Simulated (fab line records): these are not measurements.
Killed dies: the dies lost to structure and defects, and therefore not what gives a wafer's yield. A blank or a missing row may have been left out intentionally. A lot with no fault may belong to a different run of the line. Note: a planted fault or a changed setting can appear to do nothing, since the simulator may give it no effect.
Which tool was responsible? || flow sfq_line || 14 lots with 42 wafers sampled at 5 steps, on a route of 325 steps

WHAT THE GAUGES READ, wafer by wafer
SFQ_M2_OVL_MEAS_916.
{"lot": "L919", "measured": "day 19 21:19", "on": "overlay-01", "M2_OVL (nm)": "1 2 1"}
{"lot": "L920", "measured": "day 20 08:07", "on": "overlay-01", "M2_OVL (nm)": "-1 0 2"}
{"lot": "L921", "measured": "day 20 14:52", "on": "overlay-02", "M2_OVL (nm)": "3 0 0"}
{"lot": "L922", "measured": "day 21 04:01", "on": "overlay-01", "M2_OVL (nm)": "2 7 8"}
{"lot": "L927", "measured": "day 23 00:13", "on": "overlay-02", "M2_OVL (nm)": "2 0 1"}
{"lot": "L929", "measured": "day 24 01:26", "on": "overlay-01", "M2_OVL (nm)": "7 7 5"}
{"lot": "L930", "measured": "day 24 13:25", "on": "overlay-01", "M2_OVL (nm)": "9 5 6"}
{"lot": "L931", "measured": "day 24 15:49", "on": "overlay-01", "M2_OVL (nm)": "-2 2 4"}
{"lot": "L932", "measured": "day 24 20:37", "on": "overlay-01", "M2_OVL (nm)": "3 2 5"}
{"lot": "L938", "measured": "day 27 02:05", "on": "overlay-01", "M2_OVL (nm)": "-3 -3 3"}
{"lot": "L939", "measured": "day 27 11:37", "on": "overlay-01", "M2_OVL (nm)": "-7 -11 0"}
{"lot": "L940", "measured": "day 27 21:48", "on": "overlay-02", "M2_OVL (nm)": "3 9 2"}
{"lot": "L941", "measured": "day 34 01:44", "on": "overlay-01", "M2_OVL (nm)": "2 7 5"}
{"lot": "L942", "measured": "day 34 11:13", "on": "overlay-01", "M2_OVL (nm)": "15 10 11"}

SFQ_M6_RS_MEAS_938: uses a four-point probe to measure.
{"lot": "L919", "measured": "day 62 13:44", "on": "film_metro-03", "M6_NB_RS (ohm/sq)": "0.879 0.884 0.892"}
{"lot": "L920", "measured": "day 62 19:40", "on": "film_metro-04", "M6_NB_RS (ohm/sq)": "0.879 0.874 0.885"}
{"lot": "L921", "measured": "day 62 22:04", "on": "film_metro-04", "M6_NB_RS (ohm/sq)": "0.871 0.880 0.889"}
{"lot": "L922", "measured": "day 63 04:02", "on": "film_metro-04", "M6_NB_RS (ohm/sq)": "0.893 0.886 0.890"}
{"lot": "L927", "measured": "day 65 15:47", "on": "film_metro-04", "M6_NB_RS (ohm/sq)": "0.875 0.874 0.883"}
{"lot": "L929", "measured": "day 66 18:16", "on": "film_metro-03", "M6_NB_RS (ohm/sq)": "0.884 0.878 0.867"}
{"lot": "L930", "measured": "day 70 23:10", "on": "film_metro-03", "M6_NB_RS (ohm/sq)": "0.880 0.885 0.891"}
{"lot": "L931", "measured": "day 71 12:22", "on": "film_metro-03", "M6_NB_RS (ohm/sq)": "0.876 0.882 0.888"}
{"lot": "L932", "measured": "day 71 18:21", "on": "film_metro-04", "M6_NB_RS (ohm/sq)": "0.892 0.890 0.895"}
{"lot": "L938", "measured": "day 72 13:20", "on": "film_metro-03", "M6_NB_RS (ohm/sq)": "0.879 0.875 0.881"}
{"lot": "L939", "measured": "day 72 15:45", "on": "film_metro-03", "M6_NB_RS (ohm/sq)": "0.898 0.899 0.894"}
{"lot": "L940", "measured": "day 72 19:20", "on": "film_metro-04", "M6_NB_RS (ohm/sq)": "0.886 0.885 0.881"}
{"lot": "L941", "measured": "day 72 20:31", "on": "film_metro-03", "M6_NB_RS (ohm/sq)": "0.883 0.881 0.888"}
{"lot": "L942", "measured": "day 72 21:43", "on": "film_metro-01", "M6_NB_RS (ohm/sq)": "0.901 0.898 0.891"}

SFQ_I7_BOW_MEAS_946.
{"lot": "L919", "measured": "day 68 05:04", "on": "film_metro-02", "I7_BOW (um)": "20 8 11"}
{"lot": "L920", "measured": "day 68 14:28", "on": "film_metro-02", "I7_BOW (um)": "15 19 16"}
{"lot": "L921", "measured": "day 68 17:28", "on": "film_metro-02", "I7_BOW (um)": "5 10 -6"}
{"lot": "L922", "measured": "day 69 02:26", "on": "film_metro-04", "I7_BOW (um)": "3 25 29"}
{"lot": "L927", "measured": "day 71 02:36", "on": "film_metro-04", "I7_BOW (um)": "5 -8 5"}
{"lot": "L929", "measured": "day 71 22:02", "on": "film_metro-01", "I7_BOW (um)": "-1 10 8"}
{"lot": "L930", "measured": "day 78 08:10", "on": "film_metro-01", "I7_BOW (um)": "24 10 16"}
{"lot": "L931", "measured": "day 78 21:30", "on": "film_metro-02", "I7_BOW (um)": "5 2 -7"}
{"lot": "L932", "measured": "day 79 01:05", "on": "film_metro-04", "I7_BOW (um)": "30 37 20"}
{"lot": "L938", "measured": "day 80 07:20", "on": "film_metro-04", "I7_BOW (um)": "3 -3 0"}
{"lot": "L939", "measured": "day 80 09:43", "on": "film_metro-01", "I7_BOW (um)": "-2 -2 -2"}
{"lot": "L940", "measured": "day 80 12:42", "on": "film_metro-04", "I7_BOW (um)": "-2 8 3"}
{"lot": "L941", "measured": "day 80 13:19", "on": "film_metro-01", "I7_BOW (um)": "17 2 -1"}
{"lot": "L942", "measured": "day 80 15:41", "on": "film_metro-04", "I7_BOW (um)": "0 0 13"}

WHICH TOOL RAN EACH LOT (tool, then ch and the chambers of the sampled wafers, then the start)
{"lot": "L919", "SFQ_TRILAYER_I1_DEP_PECVD_045": "pecvd-02 ch 0,1,2, day 17 05:12", "SFQ_TRILAYER_I1_CMP_CMP_046": "cmp-02 ch 0,2, day 17 10:25"}
{"lot": "L920", "SFQ_TRILAYER_I1_DEP_PECVD_045": "pecvd-01 ch 0,1, day 17 15:59", "SFQ_TRILAYER_I1_CMP_CMP_046": "cmp-01 ch 0,2, day 17 17:11"}
{"lot": "L921", "SFQ_TRILAYER_I1_DEP_PECVD_045": "pecvd-04 ch 0,1,2, day 18 01:35", "SFQ_TRILAYER_I1_CMP_CMP_046": "cmp-01 ch 0,1,2, day 18 03:11"}
{"lot": "L922", "SFQ_TRILAYER_I1_DEP_PECVD_045": "pecvd-01 ch 0,1,2, day 18 07:35", "SFQ_TRILAYER_I1_CMP_CMP_046": "cmp-02 ch 0,1,2, day 18 08:32"}
{"lot": "L927", "SFQ_TRILAYER_I1_DEP_PECVD_045": "pecvd-04 ch 0,2, day 21 06:35", "SFQ_TRILAYER_I1_CMP_CMP_046": "cmp-01 ch 0,2,3, day 21 12:11"}
{"lot": "L929", "SFQ_TRILAYER_I1_DEP_PECVD_045": "pecvd-02 ch 1,2, day 22 23:01", "SFQ_TRILAYER_I1_CMP_CMP_046": "cmp-02 ch 1,2,3, day 23 07:00"}
{"lot": "L930", "SFQ_TRILAYER_I1_DEP_PECVD_045": "pecvd-02 ch 0,2, day 23 08:37", "SFQ_TRILAYER_I1_CMP_CMP_046": "cmp-02 ch 0,1,3, day 23 18:30"}
{"lot": "L931", "SFQ_TRILAYER_I1_DEP_PECVD_045": "pecvd-04 ch 1,2, day 23 14:43", "SFQ_TRILAYER_I1_CMP_CMP_046": "cmp-01 ch 1,2,3, day 24 00:25"}
{"lot": "L932", "SFQ_TRILAYER_I1_DEP_PECVD_045": "pecvd-04 ch 0,2, day 23 19:25", "SFQ_TRILAYER_I1_CMP_CMP_046": "cmp-01 ch 0,2,3, day 24 05:55"}
{"lot": "L938", "SFQ_TRILAYER_I1_DEP_PECVD_045": "pecvd-01 ch 0,2, day 26 01:13", "SFQ_TRILAYER_I1_CMP_CMP_046": "cmp-02 ch 0,2,3, day 26 16:00"}
{"lot": "L939", "SFQ_TRILAYER_I1_DEP_PECVD_045": "pecvd-04 ch 0,1, day 26 07:13", "SFQ_TRILAYER_I1_CMP_CMP_046": "cmp-01 ch 0,1, day 26 22:54"}
{"lot": "L940", "SFQ_TRILAYER_I1_DEP_PECVD_045": "pecvd-02 ch 0,2, day 26 15:47", "SFQ_TRILAYER_I1_CMP_CMP_046": "cmp-02 ch 0,1,2, day 27 08:00"}
{"lot": "L941", "SFQ_TRILAYER_I1_DEP_PECVD_045": "pecvd-04 ch 0,2, day 27 03:58", "SFQ_TRILAYER_I1_CMP_CMP_046": "cmp-02 ch 0,2,3, day 27 20:00"}
{"lot": "L942", "SFQ_TRILAYER_I1_DEP_PECVD_045": "pecvd-01 ch 1,2, day 27 12:11", "SFQ_TRILAYER_I1_CMP_CMP_046": "cmp-02 ch 0,1, day 28 04:00"}
- SFQ_TRILAYER_I1_DEP_PECVD_045: deposits SiO2 from SiH4/N2O, time 111.11 s, target thk 500 nm.
- SFQ_TRILAYER_I1_CMP_CMP_046: polishes SiO2.

WHAT THE TOOLS THEMSELVES READ (means of the sampled wafers that have a number; where no wafer has one, the mark that the record gives instead)
SFQ_TRILAYER_I1_DEP_PECVD_045.
{"lot": "L919", "tool": "pecvd-02", "heater_power_w (W)": 86, "rf_fwd_power_W (W)": 182.7, "throttle_valve_pct (%)": 23.0}
{"lot": "L920", "tool": "pecvd-01", "heater_power_w (W)": 86, "rf_fwd_power_W (W)": 182.4, "throttle_valve_pct (%)": 26.1}
{"lot": "L921", "tool": "pecvd-04", "heater_power_w (W)": 83, "rf_fwd_power_W (W)": 181.7, "throttle_valve_pct (%)": 24.3}
{"lot": "L922", "tool": "pecvd-01", "heater_power_w (W)": 83, "rf_fwd_power_W (W)": 182.5, "throttle_valve_pct (%)": 25.9}
{"lot": "L927", "tool": "pecvd-04", "heater_power_w (W)": 78, "rf_fwd_power_W (W)": 181.7, "throttle_valve_pct (%)": 24.8}
{"lot": "L929", "tool": "pecvd-02", "heater_power_w (W)": 81, "rf_fwd_power_W (W)": 182.1, "throttle_valve_pct (%)": 22.7}
{"lot": "L930", "tool": "pecvd-02", "heater_power_w (W)": 85, "rf_fwd_power_W (W)": 182.0, "throttle_valve_pct (%)": 23.9}
{"lot": "L931", "tool": "pecvd-04", "heater_power_w (W)": 82, "rf_fwd_power_W (W)": 182.0, "throttle_valve_pct (%)": 24.2}
{"lot": "L932", "tool": "pecvd-04", "heater_power_w (W)": 71, "rf_fwd_power_W (W)": 181.7, "throttle_valve_pct (%)": 24.6}
{"lot": "L938", "tool": "pecvd-01", "heater_power_w (W)": 81, "rf_fwd_power_W (W)": 181.8, "throttle_valve_pct (%)": 23.5}
{"lot": "L939", "tool": "pecvd-04", "heater_power_w (W)": 97, "rf_fwd_power_W (W)": 152.2, "throttle_valve_pct (%)": 25.4}
{"lot": "L940", "tool": "pecvd-02", "heater_power_w (W)": 87, "rf_fwd_power_W (W)": 182.1, "throttle_valve_pct (%)": 23.4}
{"lot": "L941", "tool": "pecvd-04", "heater_power_w (W)": 83, "rf_fwd_power_W (W)": 152.5, "throttle_valve_pct (%)": 24.9}
{"lot": "L942", "tool": "pecvd-01", "heater_power_w (W)": 83, "rf_fwd_power_W (W)": 182.4, "throttle_valve_pct (%)": 23.7}

SFQ_TRILAYER_I1_CMP_CMP_046.
{"lot": "L919", "tool": "cmp-02", "motor_current_A (A)": 8.8, "time_to_endpoint_s (s)": 218}
{"lot": "L920", "tool": "cmp-01", "motor_current_A (A)": 9.2, "time_to_endpoint_s (s)": 218}
{"lot": "L921", "tool": "cmp-01", "motor_current_A (A)": 9.6, "time_to_endpoint_s (s)": 228}
{"lot": "L922", "tool": "cmp-02", "motor_current_A (A)": 9.1, "time_to_endpoint_s (s)": 212}
{"lot": "L927", "tool": "cmp-01", "motor_current_A (A)": 9.9, "time_to_endpoint_s (s)": 216}
{"lot": "L929", "tool": "cmp-02", "motor_current_A (A)": 9.2, "time_to_endpoint_s (s)": 219}
{"lot": "L930", "tool": "cmp-02", "motor_current_A (A)": 8.8, "time_to_endpoint_s (s)": 218}
{"lot": "L931", "tool": "cmp-01", "motor_current_A (A)": 10.0, "time_to_endpoint_s (s)": 218}
{"lot": "L932", "tool": "cmp-01", "motor_current_A (A)": 9.9, "time_to_endpoint_s (s)": 225}
{"lot": "L938", "tool": "cmp-02", "motor_current_A (A)": 8.9, "time_to_endpoint_s (s)": 198}
{"lot": "L939", "tool": "cmp-01", "motor_current_A (A)": 9.7, "time_to_endpoint_s (s)": 200}
{"lot": "L940", "tool": "cmp-02", "motor_current_A (A)": 9.1, "time_to_endpoint_s (s)": 217}
{"lot": "L941", "tool": "cmp-02", "motor_current_A (A)": 8.8, "time_to_endpoint_s (s)": 194}
{"lot": "L942", "tool": "cmp-02", "motor_current_A (A)": 9.0, "time_to_endpoint_s (s)": 218}

THE ANSWER, worked out from the rows above alone
Rule: the lots themselves supply what counts as usual. Put in order of their means at a reading, lots are off if they are a third of the lots or fewer, leave a main group of 4 or more, and stand apart from it by a gap of 3 or more times the standard deviation of the main group's means; of several such gaps the widest counts. A main group whose means are all the same, to the digits that the tables above print for the reading, isn't used. Also off: a lot with no number at a reading for which 4 or more lots have one. Any other lot the step has rows for is counted as sound. After the gauges, taken in route order, come the tools' own readings; for these a lot's mean is taken, as printed above. The first step at which some lot is off is used, and at that step the reading that is off furthest; a lot without a number counts as furthest.
Off: L939, L941, at SFQ_TRILAYER_I1_DEP_PECVD_045 (rf_fwd_power_W). Mean 182.1 W and standard deviation 0.33 in the main group.
A tool fits if, at that step or a process step before it, it ran every lot that is off, and no sound lot after the first of them. One fits: pecvd-04 at SFQ_TRILAYER_I1_DEP_PECVD_045. A fault onset in the window from L932 (day 23 19:25, its last sound lot) to L939 (day 26 07:13, its first lot off) fits.
The tool's own readings at SFQ_TRILAYER_I1_DEP_PECVD_045 bear it out: on the lots that are off they differ by more than 5 times the standard deviation of the sound lots' means. rf_fwd_power_W reads 152.3 W there against 182.1 W on the sound lots.

WHAT WAS PUT IN BY THE SIMULATOR
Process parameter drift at SFQ_TRILAYER_I1_DEP_PECVD_045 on pecvd-04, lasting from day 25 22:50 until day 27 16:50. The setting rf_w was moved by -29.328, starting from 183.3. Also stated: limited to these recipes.
Struck lots among those shown: L939, L941. The rule given above showed the same thing.
